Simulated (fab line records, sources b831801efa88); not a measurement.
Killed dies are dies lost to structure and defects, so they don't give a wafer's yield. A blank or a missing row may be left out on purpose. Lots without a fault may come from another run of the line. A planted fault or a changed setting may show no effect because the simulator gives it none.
fab line records | flow sky130
record lots=5 wafers=15 last_day=50
route steps=708 shown LOCAL_INTERCONNECT@392 CONTACT@406
lots that met no fault: from a run of the same line without faults
start_h: hours from the record's first day to the start of the lot's first wafer shown | wait_h: hours since the lot's step before | " the same as in the row above | L1.1+2: a row that stands for several wafers | - no value, or no start given | * or withheld: withheld | < > ~ a bound
route shown NAME@n: a module of which the file shows steps, and the number in the route of the first | usual: mean/standard deviation of fault-free wafers | same: alike in all rows | chamber/n: place in a boat | sites: the reading at each site | _std_site: their standard deviation | _edge_site: outer sites' mean less inner sites' | radius_mm: how far each site lies from the wafer's centre | mask NAME#n: copy n | behind: the tool/chamber that last shaped the wafer | hold: why the lot was held/for how many hours/how that ended | device: the transistor (n, p or np) that didn't switch | end of line: the same wafers' tests at the end of the route | a step without rows: its recipe alone | killed: dies lost to structure and defects at the first sort, not the wafer's yield | map: a wafer's dies, x killed, . not, _ none there
set.NAME: the setting as run; set.NAME@STEP: as run at that earlier step | model.NAME: the simulator's own value behind a step, which no gauge read
lots at some steps of the route; a table a step, a row a wafer
services: from which hour (start_h, from the record's first day; less than 0 if before it) a tool's chamber was out of use, for how many hours, and why
## steps
# step SKY_LOCAL_INTERCONNECT_COAT_05
# recipe resist=BARC temp_c=withheld time_s=withheld spin_rpm=3000 resist_thk_nm=60
# usual chill_plate_temp_C=*
# columns lot.wafer tool chamber start_h wait_h chill_plate_temp_C
L078.1 litho_track-04 0 727.74 0.1 *
L078.2 " 0 " " *
L078.5 " 0 " " *
L081.1 litho_track-04 0 754.69 0.1 *
L081.2 " 0 " " *
L081.6 " 0 " " *
L082.1 litho_track-02 0 762.07 0.1 *
L082.3 " 0 " " *
L082.6 " 0 " " *
L085.1 litho_track-02 0 780.07 0.1 *
L085.4 " 0 " " *
L085.5 " 0 " " *
L096.1 litho_track-03 0 861.85 0.1 *
L096.2 " 0 " " *
L096.6 " 0 " " *
# step SKY_LOCAL_INTERCONNECT_COAT_06
# recipe resist=KrF-thick spin_rpm=3000 resist_thk_nm=450
# usual chill_plate_temp_C=23.02/0.093
# columns lot.wafer tool chamber start_h wait_h chill_plate_temp_C
L078.1 litho_track-04 0 - - 22.90
L078.2 " 0 " " 23.02
L078.5 " 0 " " 22.92
L081.1 litho_track-04 0 - - 22.85
L081.2 " 0 " " 23.05
L081.6 " 0 " " 22.90
L082.1 litho_track-02 0 - - 23.03
L082.3 " 0 " " 22.89
L082.6 " 0 " " 23.06
L085.1 litho_track-02 0 - - 23.04
L085.4 " 0 " " 23.07
L085.5 " 0 " " 23.03
L096.1 litho_track-03 0 - - 23.15
L096.2 " 0 " " 23.03
L096.6 " 0 " " 23.07
# step SKY_LOCAL_INTERCONNECT_SOFTBAKE_07
# recipe temp_c=100 time_s=90 resist=KrF-thick
# usual chill_plate_temp_C=23.01/0.099
# columns lot.wafer tool chamber start_h wait_h chill_plate_temp_C
L078.1 litho_track-04 0 - - 22.99
L078.2 " 0 " " 22.99
L078.5 " 0 " " 22.76
L081.1 litho_track-04 0 - - 22.86
L081.2 " 0 " " 22.89
L081.6 " 0 " " 22.94
L082.1 litho_track-02 0 - - 23.06
L082.3 " 0 " " 23.01
L082.6 " 0 " " 23.04
L085.1 litho_track-02 0 - - 23.07
L085.4 " 0 " " 22.97
L085.5 " 0 " " 23.00
L096.1 litho_track-03 0 - - 22.95
L096.2 " 0 " " 22.97
L096.6 " 0 " " 23.02
# step SKY_LOCAL_INTERCONNECT_EXPOSE_08
# recipe mask_id=LI1M na=0.8 source_shape=annular sigma_inner=0.55 sigma_outer=0.85 target_cd_nm=170 dose_mj=28
# usual reticle_temp_C=22.99/0.11
# same sigma_inner=0.55
# columns lot.wafer tool chamber start_h wait_h mask reticle_temp_C
L078.1 krf_scanner-01 0 - - LI1M#0 22.83
L078.2 " 0 " " LI1M#0 22.99
L078.5 " 0 " " LI1M#0 23.01
L081.1 krf_scanner-02 0 - - LI1M#0 23.09
L081.2 " 0 " " LI1M#0 23.26
L081.6 " 0 " " LI1M#0 22.95
L082.1 krf_scanner-01 0 - - LI1M#0 22.99
L082.3 " 0 " " LI1M#0 23.04
L082.6 " 0 " " LI1M#0 23.05
L085.1 krf_scanner-01 0 - - LI1M#0 23.04
L085.4 " 0 " " LI1M#0 22.94
L085.5 " 0 " " LI1M#0 23.06
L096.1 krf_scanner-01 0 - - LI1M#0 23.08
L096.2 " 0 " " LI1M#0 22.93
L096.6 " 0 " " LI1M#0 22.98
# step SKY_LOCAL_INTERCONNECT_PEB_09
# recipe peb_temp_c=withheld peb_time_s=withheld resist=KrF-thick
# usual chill_plate_temp_C=*
# columns lot.wafer tool chamber start_h wait_h chill_plate_temp_C
L078.1 litho_track-03 0 - - *
L078.2 " 0 " " *
L078.5 " 0 " " *
L081.1 litho_track-04 0 - - *
L081.2 " 0 " " *
L081.6 " 0 " " *
L082.1 litho_track-04 0 - - *
L082.3 " 0 " " *
L082.6 " 0 " " *
L085.1 litho_track-04 0 - - *
L085.4 " 0 " " *
L085.5 " 0 " " *
L096.1 litho_track-04 0 - - *
L096.2 " 0 " " *
L096.6 " 0 " " *
# step SKY_LOCAL_INTERCONNECT_DEVELOP_10
# recipe develop_time_s=60 resist=KrF-thick dev_temp_c=21
# usual chill_plate_temp_C=23.04/0.11
# columns lot.wafer tool chamber start_h wait_h chill_plate_temp_C
L078.1 litho_track-03 0 - - 22.91
L078.2 " 0 " " 22.75
L078.5 " 0 " " 22.99
L081.1 litho_track-04 0 - - 22.94
L081.2 " 0 " " 23.07
L081.6 " 0 " " 23.12
L082.1 litho_track-04 0 - - 23.02
L082.3 " 0 " " 23.04
L082.6 " 0 " " 22.89
L085.1 litho_track-04 0 - - 22.90
L085.4 " 0 " " 23.05
L085.5 " 0 " " 22.87
L096.1 litho_track-04 0 - - 23.02
L096.2 " 0 " " 23.06
L096.6 " 0 " " 23.19
# step SKY_LOCAL_INTERCONNECT_CD_MEAS_11
# recipe target_cd_nm=170
# usual cd_nm=170.1/1.1
# columns lot.wafer tool chamber start_h wait_h cd_nm
L078.1 cd_sem-01 - 740.49 - 168.9
L078.2 " - " " 169.9
L078.5 " - " " 167.9
L081.1 cd_sem-01 - 767.89 - 170.0
L081.2 " - " " 169.4
L081.6 " - " " 167.7
L082.1 cd_sem-01 - 776.04 - 170.6
L082.3 " - " " 169.8
L082.6 " - " " 171.2
L085.1 cd_sem-01 - 793.94 - 169.9
L085.4 " - " " 169.7
L085.5 " - " " 169.9
L096.1 cd_sem-02 - 875.19 - 171.8
L096.2 " - " " 172.3
L096.6 " - " " 171.7
# step SKY_LOCAL_INTERCONNECT_OVL_MEAS_12
# usual LOCAL_INTERCONNECT_OVL=1/5
# columns lot.wafer tool chamber start_h wait_h LOCAL_INTERCONNECT_OVL[nm]
L078.1 overlay-02 - 740.61 0.1 4
L078.2 " - " " 7
L078.5 " - " " 5
L081.1 overlay-02 - 768.01 0.1 4
L081.2 " - " " 2
L081.6 " - " " 4
L082.1 overlay-01 - 776.16 0.1 -3
L082.3 " - " " -5
L082.6 " - " " -3
L085.1 overlay-01 - 794.06 0.1 4
L085.4 " - " " 8
L085.5 " - " " 4
L096.1 overlay-01 - 875.31 0.1 -1
L096.2 " - " " 4
L096.6 " - " " -3
# step SKY_LOCAL_INTERCONNECT_ETCH_13
# recipe chemistry=N2/H2 target=BARC ion_energy_ev=200 bias_w=100 pressure_mtorr=30 n2_flow_sccm=100 h2_flow_sccm=200 icp_w=500 stop_on=SiO2 time_s=45.9 target_depth_a=600
# usual drypump_motor_current_A=5.7/0.54 oes_product_au=0.854/0.0048 throttle_valve_pct=13.224/0.0099
# columns lot.wafer tool chamber start_h wait_h drypump_motor_current_A oes_product_au rf_hours_counter_h throttle_valve_pct
L078.1 rie_metal-03 0 740.65 0.0 5.6 0.859 16 13.225
L078.2 " 1 " " 5.9 0.858 5 13.236
L078.5 " 0 " " 5.6 0.856 - 13.229
L081.1 rie_metal-04 1 768.04 0.0 4.7 0.856 14 13.218
L081.2 " 1 " " 4.8 0.856 - 13.232
L081.6 " 1 " " 4.8 0.849 - 13.228
L082.1 rie_metal-01 1 776.19 0.0 6.6 0.858 2 13.223
L082.3 " 0 " " 5.9 0.857 - 13.202
L082.6 " 0 " " 5.9 0.860 - 13.220
L085.1 rie_metal-04 1 794.09 0.0 4.7 0.852 15 13.232
L085.4 " 0 " " 5.1 0.851 - 13.219
L085.5 " 0 " " 5.1 0.854 - 13.220
L096.1 rie_metal-01 0 875.34 0.0 5.9 0.848 8 13.214
L096.2 " 1 " " 6.5 0.858 6 13.220
L096.6 " 0 " " 5.9 0.862 - 13.237
# step SKY_LOCAL_INTERCONNECT_METAL_ETCH_14
# recipe target_depth_nm=110 stop_on=PSG chemistry=Cl2/BCl3 target=TiN resist_sidewall_deg=88 pressure_mtorr=10 icp_w=900 bias_w=48.5 Cl2_flow_sccm=60 bcl3_flow_sccm=30 time_s=31.4
# usual drypump_motor_current_A=5.7/0.54 oes_product_au=0.943/0.0082 throttle_valve_pct=21.899/0.011
# columns lot.wafer tool chamber start_h wait_h drypump_motor_current_A oes_product_au rf_hours_counter_h throttle_valve_pct
L078.1 rie_metal-03 0 740.71 0.0 5.6 0.943 16 21.900
L078.2 " 1 " " 5.8 0.933 5 21.902
L078.5 " 0 " " 5.6 0.933 - 21.919
L081.1 rie_metal-04 1 768.17 0.1 4.7 0.937 14 21.905
L081.2 " 1 " " 4.7 0.945 - 21.915
L081.6 " 1 " " 4.7 0.921 - 21.901
L082.1 rie_metal-01 1 776.26 0.0 6.5 0.939 2 21.905
L082.3 " 0 " " 5.9 0.955 - 21.902
L082.6 " 0 " " 5.9 0.950 - 21.910
L085.1 rie_metal-04 1 794.16 0.0 4.7 0.948 15 21.910
L085.4 " 0 " " 5.1 0.952 - 21.883
L085.5 " 0 " " 5.1 0.954 - 21.919
L096.1 rie_metal-01 0 875.41 0.0 5.9 0.933 8 21.896
L096.2 " 1 " " 6.5 0.947 6 21.901
L096.6 " 0 " " 5.9 0.951 - 21.875
# step SKY_LOCAL_INTERCONNECT_STRIP_15
# recipe chemistry=O2/N2 power_w=1400 pressure_mtorr=1500 platen_temp_c=withheld o2_flow_sccm=3000 n2_flow_sccm=300 overash_fraction=0.5
# usual drypump_motor_current_A=5.95/0.2 oes_product_au=0.427/0.0045 strip_time_to_endpoint_s=4.728/0.023
# columns lot.wafer tool chamber start_h wait_h drypump_motor_current_A oes_product_au rf_hours_counter_h strip_time_to_endpoint_s
L078.1 plasma_asher-04 1 740.77 0.0 6.26 0.420 61 4.759
L078.2 " 0 " " 6.16 0.428 61 4.739
L078.5 " 0 " " 6.18 0.423 - 4.739
L081.1 plasma_asher-04 1 768.27 0.1 6.26 0.426 64 4.753
L081.2 " 0 " " 6.15 0.430 64 4.742
L081.6 " 0 " " 6.16 0.432 - 4.755
L082.1 plasma_asher-03 1 776.31 0.0 5.86 0.428 33 4.712
L082.3 " 1 " " 5.89 0.423 - 4.714
L082.6 " 0 " " 5.65 0.416 - 4.747
L085.1 plasma_asher-01 0 794.21 0.0 6.16 0.436 98 4.707
L085.4 " 1 " " 5.96 0.430 - 4.703
L085.5 " 1 " " 5.93 0.433 - 4.716
L096.1 plasma_asher-03 0 875.46 0.0 5.66 0.429 45 4.721
L096.2 " 1 " " 5.88 0.430 45 4.703
L096.6 " 1 " " 5.87 0.422 - 4.763
# step SKY_LOCAL_INTERCONNECT_STRIP_16
# recipe chemistry=post_etch_residue_remover time_s=1200 temp_c=72.5
# columns lot.wafer tool chamber start_h wait_h
L078.1+2+5 wet_bench-03 2 740.87 0.1
L081.1+2+6 wet_bench-03 1 768.39 0.1
L082.1+3+6 wet_bench-03 3 776.41 0.1
L085.1+4+5 wet_bench-03 2 794.31 0.1
L096.1+2+6 wet_bench-03 1 875.56 0.1
# step SKY_LOCAL_INTERCONNECT_CLEAN_17
# recipe chemistry=IPA time_s=180 temp_c=25
# columns lot.wafer tool chamber start_h wait_h
L078.1+2+5 wet_bench-02 1 741.21 0.0
L081.1+2+6 wet_bench-02 0 768.73 0.0
L082.1+3+6 wet_bench-02 0 776.78 0.0
L085.1+4+5 wet_bench-02 1 795.05 0.0
L096.1+2+6 wet_bench-04 1 875.93 0.0
# step SKY_LOCAL_INTERCONNECT_CLEAN_18
# recipe chemistry=O3/DIW dry=n2_spin
# columns lot.wafer tool chamber start_h wait_h
L078.1+2+5 wet_bench-03 3 741.27 0.0
L081.1+2+6 wet_bench-04 3 768.79 0.0
L082.1+3+6 wet_bench-04 1 776.84 0.0
L085.1+4+5 wet_bench-04 3 795.12 0.0
L096.1+2+6 wet_bench-04 3 875.99 0.0
# step SKY_CONTACT_CVD_00
# recipe material=Si3N4 target_thk_nm=75 temp_c=400 time_s=withheld rf_w=450
# usual heater_power_w=732/93
# columns lot.wafer tool chamber start_h wait_h heater_power_w
L078.1 pecvd-04 2 741.36 0.0 878
L078.2 " 1 " " 881
L078.5 " 0 " " 797
L081.1 pecvd-02 2 768.88 0.0 633
L081.2 " 1 " " 786
L081.6 " 0 " " 638
L082.1 pecvd-02 1 776.93 0.0 777
L082.3 " 2 " " 612
L082.6 " 2 " " 618
L085.1 pecvd-03 1 795.21 0.0 733
L085.4 " 2 " " 802
L085.5 " 0 " " 867
L096.1 pecvd-03 2 876.08 0.0 809
L096.2 " 0 " " 850
L096.6 " 0 " " 866
# step SKY_CONTACT_THK_MEAS_01
# recipe reads=Si3N4_of_CONTACT_CVD_00
# usual CONTACT_CVD_00_THK=74.6/0.94
# columns lot.wafer tool chamber start_h wait_h CONTACT_CVD_00_THK[nm]
L078.1 film_metro-02 - 741.39 - 74.4
L078.2 " - " " 73.9
L078.5 " - " " 76.1
L081.1 film_metro-01 - 768.91 - 73.6
L081.2 " - " " 74.1
L081.6 " - " " 75.2
L082.1 film_metro-01 - 776.97 - 73.4
L082.3 " - " " 74.0
L082.6 " - " " 74.4
L085.1 film_metro-04 - 795.24 - 73.0
L085.4 " - " " 75.5
L085.5 " - " " 75.6
L096.1 film_metro-02 - 876.12 - 74.5
L096.2 " - " " 74.0
L096.6 " - " " 75.7
# step SKY_CONTACT_HDPCVD_02
# recipe material=SiO2 target_thk_nm=565 sigma_open_frac=0.3 time_s=94.2 temp_c=600 sih4_flow_sccm=60 pressure_mtorr=6
# columns lot.wafer tool chamber start_h wait_h
L078.1+2+5 hdpcvd-01 1,2,1 741.45 0.1
L081.1+2+6 hdpcvd-01 1,0,0 768.97 0.1
L082.1+3+6 hdpcvd-01 1,2,2 777.03 0.1
L085.1+4+5 hdpcvd-01 2,0,2 795.30 0.1
L096.1+2+6 hdpcvd-01 2,0,0 876.18 0.1
# step SKY_CONTACT_THK_MEAS_03
# recipe reads=SiO2_of_CONTACT_HDPCVD_02
# usual CONTACT_HDPCVD_THK=564/5.2
# columns lot.wafer tool chamber start_h wait_h CONTACT_HDPCVD_THK[nm]
L078.1 film_metro-01 - 741.52 0.0 557
L078.2 " - " " 563
L078.5 " - " " 558
L081.1 film_metro-02 - 769.04 0.0 570
L081.2 " - " " 558
L081.6 " - " " 559
L082.1 film_metro-02 - 777.09 0.0 573
L082.3 " - " " 567
L082.6 " - " " 569
L085.1 film_metro-04 - 795.37 0.0 564
L085.4 " - " " 556
L085.5 " - " " 563
L096.1 film_metro-01 - 876.24 0.0 565
L096.2 " - " " 565
L096.6 " - " " 564
# step SKY_CONTACT_CMP_04
# recipe material=SiO2 down_force_psi=4 platen_rpm=60 pad_velocity_m_s=0.94248
# usual head_pressure_psi=4.000/0.0093 motor_current_A=12.7/1.6 slurry_flow_ml_min=150.0/0.44 time_to_endpoint_s=83/5.8
# columns lot.wafer tool chamber start_h wait_h head_pressure_psi motor_current_A slurry_flow_ml_min time_to_endpoint_s
L078.2 cmp-02 0 741.63 0.1 3.999 14.1 150.2 86
L078.1 " 1 " " 3.988 10.5 150.1 80
L078.5 " 3 " " 4.012 12.6 149.6 74
L081.2 cmp-01 0 769.40 0.3 4.002 15.3 149.8 76
L081.1 " 3 " " 4.022 11.0 150.2 83
L081.6 " 1 " " 3.985 12.3 149.9 73
L082.3 cmp-01 1 777.15 0.0 4.011 12.1 149.1 82
L082.1 " 3 " " 4.001 11.7 150.6 85
L082.6 " 2 " " 3.994 11.8 149.8 84
L085.4 cmp-02 3 795.48 0.1 3.999 13.1 150.4 74
L085.1 " 1 " " 4.008 10.7 149.4 83
L085.5 " 2 " " 4.015 12.6 149.8 82
L096.1 cmp-02 0 876.31 0.1 3.991 14.0 149.7 92
L096.2 " 2 " " 4.007 12.7 149.7 88
L096.6 " 1 " " 4.007 9.6 149.7 95
# step SKY_CONTACT_BOW_MEAS_05
# recipe mode=bow
# usual CONTACT_BOW=83/6.8
# columns lot.wafer tool chamber start_h wait_h CONTACT_BOW[um]
L078.1 film_metro-01 - 741.88 0.1 87
L078.2 " - " " 81
L078.5 " - " " 83
L081.1 film_metro-02 - 769.70 0.1 97
L081.2 " - " " 85
L081.6 " - " " 80
L082.1 film_metro-04 - 777.45 0.1 88
L082.3 " - " " 89
L082.6 " - " " 92
L085.1 film_metro-02 - 795.73 0.1 88
L085.4 " - " " 87
L085.5 " - " " 82
L096.1 film_metro-04 - 876.61 0.2 89
L096.2 " - " " 73
L096.6 " - " " 69
# step SKY_CONTACT_DEHYDRATE_06
# recipe temp_c=200 time_s=60
# usual chill_plate_temp_C=23.00/0.11
# columns lot.wafer tool chamber start_h wait_h chill_plate_temp_C
L078.1 litho_track-03 0 755.29 13.4 22.79
L078.2 " 0 " " 22.84
L078.5 " 0 " " 22.91
L081.1 litho_track-02 0 782.97 13.3 23.13
L081.2 " 0 " " 23.16
L081.6 " 0 " " 23.12
L082.1 litho_track-02 0 790.57 13.1 22.91
L082.3 " 0 " " 23.07
L082.6 " 0 " " 23.06
L085.1 litho_track-03 0 808.09 12.3 22.99
L085.4 " 0 " " 22.95
L085.5 " 0 " " 22.99
L096.1 litho_track-02 0 888.82 12.2 23.12
L096.2 " 0 " " 23.00
L096.6 " 0 " " 22.90
# step SKY_CONTACT_HMDS_07
# recipe prime_time_s=60 prime_temp_c=120
# usual chill_plate_temp_C=22.99/0.11
# columns lot.wafer tool chamber start_h wait_h chill_plate_temp_C
L078.1 litho_track-03 0 755.44 0.1 22.72
L078.2 " 0 " " 22.84
L078.5 " 0 " " 22.89
L081.1 litho_track-02 0 783.12 0.1 22.93
L081.2 " 0 " " 22.89
L081.6 " 0 " " 23.04
L082.1 litho_track-02 0 790.72 0.1 22.96
L082.3 " 0 " " 23.15
L082.6 " 0 " " 22.86
L085.1 litho_track-03 0 808.24 0.1 22.96
L085.4 " 0 " " 23.05
L085.5 " 0 " " 23.05
L096.1 litho_track-02 0 888.97 0.1 22.93
L096.2 " 0 " " 22.82
L096.6 " 0 " " 23.06
# step SKY_CONTACT_COAT_08
# recipe resist=BARC temp_c=withheld time_s=withheld spin_rpm=3000 resist_thk_nm=60
# usual chill_plate_temp_C=*
# columns lot.wafer tool chamber start_h wait_h chill_plate_temp_C
L078.1 litho_track-03 0 755.59 0.1 *
L078.2 " 0 " " *
L078.5 " 0 " " *
L081.1 litho_track-02 0 783.27 0.1 *
L081.2 " 0 " " *
L081.6 " 0 " " *
L082.1 litho_track-02 0 790.87 0.1 *
L082.3 " 0 " " *
L082.6 " 0 " " *
L085.1 litho_track-03 0 808.39 0.1 *
L085.4 " 0 " " *
L085.5 " 0 " " *
L096.1 litho_track-02 0 889.12 0.1 *
L096.2 " 0 " " *
L096.6 " 0 " " *
# step SKY_CONTACT_COAT_09
# recipe resist=KrF-thick spin_rpm=3000 resist_thk_nm=450
# usual chill_plate_temp_C=22.98/0.11
# columns lot.wafer tool chamber start_h wait_h chill_plate_temp_C
L078.1 litho_track-03 0 - - 22.81
L078.2 " 0 " " 22.80
L078.5 " 0 " " 22.89
L081.1 litho_track-02 0 - - 22.97
L081.2 " 0 " " 23.00
L081.6 " 0 " " 23.06
L082.1 litho_track-02 0 - - 23.01
L082.3 " 0 " " 22.95
L082.6 " 0 " " 22.91
L085.1 litho_track-03 0 - - 23.03
L085.4 " 0 " " 22.72
L085.5 " 0 " " 22.94
L096.1 litho_track-02 0 - - 22.91
L096.2 " 0 " " 22.93
L096.6 " 0 " " 22.93
# step SKY_CONTACT_SOFTBAKE_10
# recipe temp_c=100 time_s=90 resist=KrF-thick
# usual chill_plate_temp_C=22.98/0.1
# columns lot.wafer tool chamber start_h wait_h chill_plate_temp_C
L078.1 litho_track-03 0 - - 23.08
L078.2 " 0 " " 22.86
L078.5 " 0 " " 22.98
L081.1 litho_track-02 0 - - 22.98
L081.2 " 0 " " 23.08
L081.6 " 0 " " 22.93
L082.1 litho_track-02 0 - - 22.98
L082.3 " 0 " " 22.87
L082.6 " 0 " " 23.16
L085.1 litho_track-03 0 - - 22.82
L085.4 " 0 " " 22.77
L085.5 " 0 " " 22.92
L096.1 litho_track-02 0 - - 23.19
L096.2 " 0 " " 23.08
L096.6 " 0 " " 22.92
# step SKY_CONTACT_EXPOSE_11
# recipe mask_id=CTM1 na=0.8 source_shape=annular sigma_inner=0.55 sigma_outer=0.85 target_cd_nm=170 dose_mj=38
# usual reticle_temp_C=22.99/0.095
# same sigma_inner=0.55
# columns lot.wafer tool chamber start_h wait_h mask reticle_temp_C
L078.1 krf_scanner-01 0 - - CTM1#0 22.99
L078.2 " 0 " " CTM1#0 23.07
L078.5 " 0 " " CTM1#0 23.07
L081.1 krf_scanner-02 0 - - CTM1#0 23.10
L081.2 " 0 " " CTM1#0 23.04
L081.6 " 0 " " CTM1#0 23.13
L082.1 krf_scanner-02 0 - - CTM1#0 22.95
L082.3 " 0 " " CTM1#0 23.01
L082.6 " 0 " " CTM1#0 23.09
L085.1 krf_scanner-02 0 - - CTM1#0 23.02
L085.4 " 0 " " CTM1#0 22.73
L085.5 " 0 " " CTM1#0 22.96
L096.1 krf_scanner-01 0 - - CTM1#0 23.11
L096.2 " 0 " " CTM1#0 23.10
L096.6 " 0 " " CTM1#0 23.17
# step SKY_CONTACT_PEB_12
# recipe peb_temp_c=withheld peb_time_s=withheld resist=KrF-thick
# usual chill_plate_temp_C=*
# columns lot.wafer tool chamber start_h wait_h chill_plate_temp_C
L078.1 litho_track-03 0 - - *
L078.2 " 0 " " *
L078.5 " 0 " " *
L081.1 litho_track-02 0 - - *
L081.2 " 0 " " *
L081.6 " 0 " " *
L082.1 litho_track-03 0 - - *
L082.3 " 0 " " *
L082.6 " 0 " " *
L085.1 litho_track-02 0 - - *
L085.4 " 0 " " *
L085.5 " 0 " " *
L096.1 litho_track-01 0 - - *
L096.2 " 0 " " *
L096.6 " 0 " " *
# step SKY_CONTACT_DEVELOP_13
# recipe develop_time_s=60 resist=KrF-thick dev_temp_c=21
# usual chill_plate_temp_C=22.98/0.096
# columns lot.wafer tool chamber start_h wait_h chill_plate_temp_C
L078.1 litho_track-03 0 - - 23.01
L078.2 " 0 " " 22.98
L078.5 " 0 " " 23.06
L081.1 litho_track-02 0 - - 23.05
L081.2 " 0 " " 22.98
L081.6 " 0 " " 22.98
L082.1 litho_track-03 0 - - 22.95
L082.3 " 0 " " 22.97
L082.6 " 0 " " 22.95
L085.1 litho_track-02 0 - - 22.97
L085.4 " 0 " " 22.98
L085.5 " 0 " " 22.93
L096.1 litho_track-01 0 - - 23.29
L096.2 " 0 " " 23.09
L096.6 " 0 " " 23.25
# step SKY_CONTACT_CD_MEAS_14
# recipe target_cd_nm=170
# usual cd_nm=170.1/1.5
# columns lot.wafer tool chamber start_h wait_h cd_nm
L078.1 cd_sem-02 - 769.14 - 170.4
L078.2 " - " " 171.5
L078.5 " - " " 169.5
L081.1 cd_sem-01 - 796.72 - 167.9
L081.2 " - " " 169.1
L081.6 " - " " 169.9
L082.1 cd_sem-01 - 803.39 - 173.5
L082.3 " - " " 172.9
L082.6 " - " " 174.3
L085.1 cd_sem-02 - 821.77 - 169.8
L085.4 " - " " 170.3
L085.5 " - " " 170.6
L096.1 cd_sem-02 - 902.38 - 171.1
L096.2 " - " " 170.4
L096.6 " - " " 170.9
# step SKY_CONTACT_OVL_MEAS_15
# usual CONTACT_OVL=1/4.4
# columns lot.wafer tool chamber start_h wait_h CONTACT_OVL[nm]
L078.1 overlay-02 - 769.26 0.1 1
L078.2 " - " " 7
L078.5 " - " " 1
L081.1 overlay-02 - 796.84 0.1 0
L081.2 " - " " -2
L081.6 " - " " -5
L082.1 overlay-01 - 803.51 0.1 -5
L082.3 " - " " 3
L082.6 " - " " -1
L085.1 overlay-01 - 821.89 0.1 1
L085.4 " - " " -3
L085.5 " - " " -3
L096.1 overlay-01 - 902.50 0.1 -3
L096.2 " - " " -6
L096.6 " - " " -2
# step SKY_CONTACT_ETCH_16
# recipe chemistry=N2/H2 target=BARC ion_energy_ev=200 source_w=500 bias_w=100 pressure_mtorr=30 n2_flow_sccm=100 h2_flow_sccm=200 stop_on=SiO2 time_s=45.9 target_depth_a=600
# usual drypump_motor_current_A=5.7/0.36 oes_product_au=0.855/0.0054 throttle_valve_pct=13.226/0.0092
# columns lot.wafer tool chamber start_h wait_h drypump_motor_current_A oes_product_au rf_hours_counter_h throttle_valve_pct
L078.1 rie_diel-02 0 769.30 0.0 5.6 0.848 11 13.232
L078.2 " 1 " " 5.4 0.860 2 13.214
L078.5 " 0 " " 5.6 0.859 - 13.215
L081.1 rie_diel-03 0 796.88 0.0 6.6 0.862 10 13.232
L081.2 " 1 " " 6.4 0.856 12 13.232
L081.6 " 0 " " 6.6 0.854 - 13.216
L082.1 rie_diel-04 0 803.55 0.0 6.1 0.857 23 13.230
L082.3 " 2 " " 5.7 0.861 18 13.234
L082.6 " 2 " " 5.7 0.863 - 13.237
L085.1 rie_diel-02 3 821.93 0.0 5.8 0.848 10 13.235
L085.4 " 3 " " 5.8 0.867 - 13.209
L085.5 " 0 " " 5.6 0.867 - 13.231
L096.1 rie_diel-04 2 902.53 0.0 5.7 0.853 21 13.225
L096.2 " 1 " " 5.8 0.860 6 13.223
L096.6 " 0 " " 6.1 0.856 - 13.217
# step SKY_CONTACT_ETCH_17
# recipe target=SiO2 chemistry=C4F8/O2/Ar stop_on=Si3N4 mask_material=KrF-thick source_w=1500 bias_w=1200 pressure_mtorr=40 c4f8_flow_sccm=withheld O2_flow_sccm=6 Ar_flow_sccm=300 time_s=withheld target_depth_a=3400
# usual oes_product_au=0.892/0.0049
# columns lot.wafer tool chamber start_h wait_h oes_product_au
L078.1 rie_diel-02 0 769.34 0.0 0.888
L078.2 " 1 " " 0.893
L078.5 " 0 " " 0.889
L081.1 rie_diel-03 0 796.92 0.0 0.894
L081.2 " 1 " " 0.892
L081.6 " 0 " " 0.895
L082.1 rie_diel-04 0 803.59 0.0 0.883
L082.3 " 2 " " 0.886
L082.6 " 2 " " 0.893
L085.1 rie_diel-02 3 821.97 0.0 0.889
L085.4 " 3 " " 0.887
L085.5 " 0 " " 0.889
L096.1 rie_diel-04 2 902.57 0.0 0.900
L096.2 " 1 " " 0.889
L096.6 " 0 " " 0.904
# step SKY_CONTACT_ETCH_18
# recipe target=Si3N4 chemistry=CHF3/O2 stop_on=TiN source_w=600 bias_w=200 pressure_mtorr=40 chf3_flow_sccm=50 O2_flow_sccm=5 time_s=39 target_depth_a=750
# usual drypump_motor_current_A=5.7/0.36 oes_product_au=0.852/0.007 throttle_valve_pct=8.792/0.011
# columns lot.wafer tool chamber start_h wait_h drypump_motor_current_A oes_product_au rf_hours_counter_h throttle_valve_pct
L078.1 rie_diel-02 0 - - 5.6 0.847 12 8.782
L078.2 " 1 " " 5.4 0.840 2 8.807
L078.5 " 0 " " 5.6 0.869 - 8.787
L081.1 rie_diel-03 0 - - 6.6 0.842 10 8.798
L081.2 " 1 " " 6.4 0.847 12 8.781
L081.6 " 0 " " 6.6 0.858 - 8.785
L082.1 rie_diel-04 0 - - 6.1 0.846 23 8.796
L082.3 " 2 " " 5.7 0.857 18 8.786
L082.6 " 2 " " 5.7 0.854 - 8.813
L085.1 rie_diel-02 3 - - 5.9 0.845 10 8.801
L085.4 " 3 " " 5.8 0.855 - 8.800
L085.5 " 0 " " 5.6 0.853 - 8.794
L096.1 rie_diel-04 2 - - 5.8 0.853 21 8.790
L096.2 " 1 " " 5.9 0.856 6 8.809
L096.6 " 0 " " 6.1 0.866 - 8.800
## services
# columns tool chamber start_h hours kind
krf_scanner-02 - 706.73 1.0 pm
cmp-02 - 707.90 16.5 repair
rie_diel-02 0 722.02 6.0 repair
rie_metal-04 0 722.61 14.5 repair
krf_scanner-02 - 724.45 0.8 pm
krf_scanner-01 - 725.25 1.3 pm
rie_diel-04 2 749.00 16.7 repair
krf_scanner-01 - 751.67 0.8 pm
krf_scanner-01 - 765.00 1.0 pm
rie_diel-04 2 771.32 3.8 repair
hdpcvd-01 - 779.08 0.6 repair
rie_metal-04 - 782.73 0.3 repair
rie_diel-02 1 788.75 9.7 repair
rie_metal-04 - 795.44 1.2 repair
krf_scanner-02 - 820.97 3.6 pm
krf_scanner-01 - 825.26 3.6 pm
rie_diel-02 2 845.49 4.1 repair
krf_scanner-02 - 860.97 1.3 pm
hdpcvd-01 2 862.14 6.1 repair
krf_scanner-01 - 875.57 4.0 pm
krf_scanner-02 - 879.59 1.0 pm
rie_diel-02 0 890.25 9.2 repair
krf_scanner-02 - 893.34 0.8 pm
krf_scanner-01 - 901.15 1.3 pm
## key
fault none
